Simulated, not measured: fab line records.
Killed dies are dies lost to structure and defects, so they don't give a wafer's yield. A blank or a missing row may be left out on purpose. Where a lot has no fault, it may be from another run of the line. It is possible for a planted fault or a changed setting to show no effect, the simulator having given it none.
Lot-split experiment || flow gf180mcu || on a route of 602 steps: 5 lots, 23 wafers read

ABOUT THE SPLIT
At GF_VT_IMPLANT_IMPLANT_08, the setting dose cm2 was moved away from the recipe's 8.29e+12 on 6 of the 23 wafers read, by +5.4% to +11.8%. The other wafers ran this setting at the recipe's value.

SPLIT TO READING: what lies between them in the file, 1 step
- GF_VT_IMPLANT_STRIP_09: strips in O2/N2

THE READING
VT_IMPLANT_TW, at GF_VT_IMPLANT_TW_MEAS_10. Typical for fault-free wafers on this fab line: 562, with standard deviation 5.2.

{"wafer": "L075.1", "tool, chamber at the split": "implanter-01, 0", "dose cm2 as run": 8.29e+12, "against the recipe": "recipe", "VT_IMPLANT_TW": 557, "against lot-mates on the recipe": "-"}
{"wafer": "L075.2", "tool, chamber at the split": "implanter-01, 0", "dose cm2 as run": 9.265e+12, "against the recipe": "+11.8%", "VT_IMPLANT_TW": 577, "against lot-mates on the recipe": "+18"}
{"wafer": "L075.3", "tool, chamber at the split": "implanter-01, 0", "dose cm2 as run": 9.265e+12, "against the recipe": "+11.8%", "VT_IMPLANT_TW": 580, "against lot-mates on the recipe": "+21"}
{"wafer": "L075.4", "tool, chamber at the split": "implanter-01, 0", "dose cm2 as run": 8.29e+12, "against the recipe": "recipe", "VT_IMPLANT_TW": 560, "against lot-mates on the recipe": "-"}
{"wafer": "L075.6", "tool, chamber at the split": "implanter-01, 0", "dose cm2 as run": 8.29e+12, "against the recipe": "recipe", "VT_IMPLANT_TW": 559, "against lot-mates on the recipe": "-"}
{"wafer": "L079.1", "tool, chamber at the split": "implanter-04, 0", "dose cm2 as run": 8.29e+12, "against the recipe": "recipe", "VT_IMPLANT_TW": 565, "against lot-mates on the recipe": "-"}
{"wafer": "L079.2", "tool, chamber at the split": "implanter-04, 0", "dose cm2 as run": 8.29e+12, "against the recipe": "recipe", "VT_IMPLANT_TW": 567, "against lot-mates on the recipe": "-"}
{"wafer": "L079.3", "tool, chamber at the split": "implanter-04, 0", "dose cm2 as run": 8.739e+12, "against the recipe": "+5.4%", "VT_IMPLANT_TW": 579, "against lot-mates on the recipe": "+12"}
{"wafer": "L079.4", "tool, chamber at the split": "implanter-04, 0", "dose cm2 as run": 8.739e+12, "against the recipe": "+5.4%", "VT_IMPLANT_TW": 579, "against lot-mates on the recipe": "+12"}
{"wafer": "L079.5", "tool, chamber at the split": "implanter-04, 0", "dose cm2 as run": 8.29e+12, "against the recipe": "recipe", "VT_IMPLANT_TW": 569, "against lot-mates on the recipe": "-"}
{"wafer": "L078.2", "tool, chamber at the split": "implanter-04, 0", "dose cm2 as run": 8.29e+12, "against the recipe": "recipe", "VT_IMPLANT_TW": 561, "against lot-mates on the recipe": "-"}
{"wafer": "L078.3", "tool, chamber at the split": "implanter-04, 0", "dose cm2 as run": 8.29e+12, "against the recipe": "recipe", "VT_IMPLANT_TW": 559, "against lot-mates on the recipe": "-"}
{"wafer": "L078.4", "tool, chamber at the split": "implanter-04, 0", "dose cm2 as run": 8.29e+12, "against the recipe": "recipe", "VT_IMPLANT_TW": 559, "against lot-mates on the recipe": "-"}
{"wafer": "L078.5", "tool, chamber at the split": "implanter-04, 0", "dose cm2 as run": 9.246e+12, "against the recipe": "+11.5%", "VT_IMPLANT_TW": 578, "against lot-mates on the recipe": "+18"}
{"wafer": "L078.6", "tool, chamber at the split": "implanter-04, 0", "dose cm2 as run": 9.246e+12, "against the recipe": "+11.5%", "VT_IMPLANT_TW": 582, "against lot-mates on the recipe": "+22"}
{"wafer": "L082.1", "tool, chamber at the split": "implanter-02, 0", "dose cm2 as run": 8.29e+12, "against the recipe": "recipe", "VT_IMPLANT_TW": 576, "against lot-mates on the recipe": "-"}
{"wafer": "L082.2", "tool, chamber at the split": "implanter-02, 0", "dose cm2 as run": 8.29e+12, "against the recipe": "recipe", "VT_IMPLANT_TW": 570, "against lot-mates on the recipe": "-"}
{"wafer": "L082.3", "tool, chamber at the split": "implanter-02, 0", "dose cm2 as run": 8.29e+12, "against the recipe": "recipe", "VT_IMPLANT_TW": 574, "against lot-mates on the recipe": "-"}
{"wafer": "L082.4", "tool, chamber at the split": "implanter-02, 0", "dose cm2 as run": 8.29e+12, "against the recipe": "recipe", "VT_IMPLANT_TW": 574, "against lot-mates on the recipe": "-"}
{"wafer": "L082.6", "tool, chamber at the split": "implanter-02, 0", "dose cm2 as run": 8.29e+12, "against the recipe": "recipe", "VT_IMPLANT_TW": 574, "against lot-mates on the recipe": "-"}
{"wafer": "L085.2", "tool, chamber at the split": "implanter-04, 0", "dose cm2 as run": 8.29e+12, "against the recipe": "recipe", "VT_IMPLANT_TW": 559, "against lot-mates on the recipe": "-"}
{"wafer": "L085.3", "tool, chamber at the split": "implanter-04, 0", "dose cm2 as run": 8.29e+12, "against the recipe": "recipe", "VT_IMPLANT_TW": 559, "against lot-mates on the recipe": "-"}
{"wafer": "L085.4", "tool, chamber at the split": "implanter-04, 0", "dose cm2 as run": 8.29e+12, "against the recipe": "recipe", "VT_IMPLANT_TW": 557, "against lot-mates on the recipe": "-"}

FIT RESULTS
A straight line over all 23 wafers: VT_IMPLANT_TW changes by +1.35 for each +1% of dose cm2; r = +0.70; the points scatter about the line by 6.4.
The same after taking each lot's own level away (the mean of its wafers on the recipe; 23 wafers): +1.76 for each +1%; r = +0.98; scatter 1.7.
According to that fit, moving dose cm2 by its largest amount changes the reading by 21.
From 558.3 to 573.6: that is the span of the lots' own levels, equal to 2.9 times the standard deviation above.
So the lot-to-lot level blurs the effect unless lot-mates are compared.
Check: with one of the wafers moved furthest among these (+11.8%) left out of the fit, the line predicts +21.6 for it against its lot-mates. Against them it came out at +18.3.

THESE WAFERS: OTHER SPLITS
Note: prior to the reading, these wafers also went through further splits. Each is held against what the fit with the lots' levels taken away leaves over:
{"other split on the same wafers": "GF_DNWELL_IMPLANT_07 energy kev", "wafers away from the commonest value": 9, "r with VT_IMPLANT_TW (lot level and that fit taken away)": "+0.10"}
{"other split on the same wafers": "GF_LVPWELL_STRIP_10 pressure mtorr", "wafers away from the commonest value": 15, "r with VT_IMPLANT_TW (lot level and that fit taken away)": -0.27}
{"other split on the same wafers": "GF_MVSD_STRIP_10 o2 flow sccm", "wafers away from the commonest value": 10, "r with VT_IMPLANT_TW (lot level and that fit taken away)": -0.05}
{"other split on the same wafers": "GF_MVPSD_IMPLANT_08 dose cm2", "wafers away from the commonest value": 8, "r with VT_IMPLANT_TW (lot level and that fit taken away)": "+0.12"}

FILE'S OWN FIT
VT_IMPLANT_TW changes by +1.78 for each +1% of dose cm2, r = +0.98.
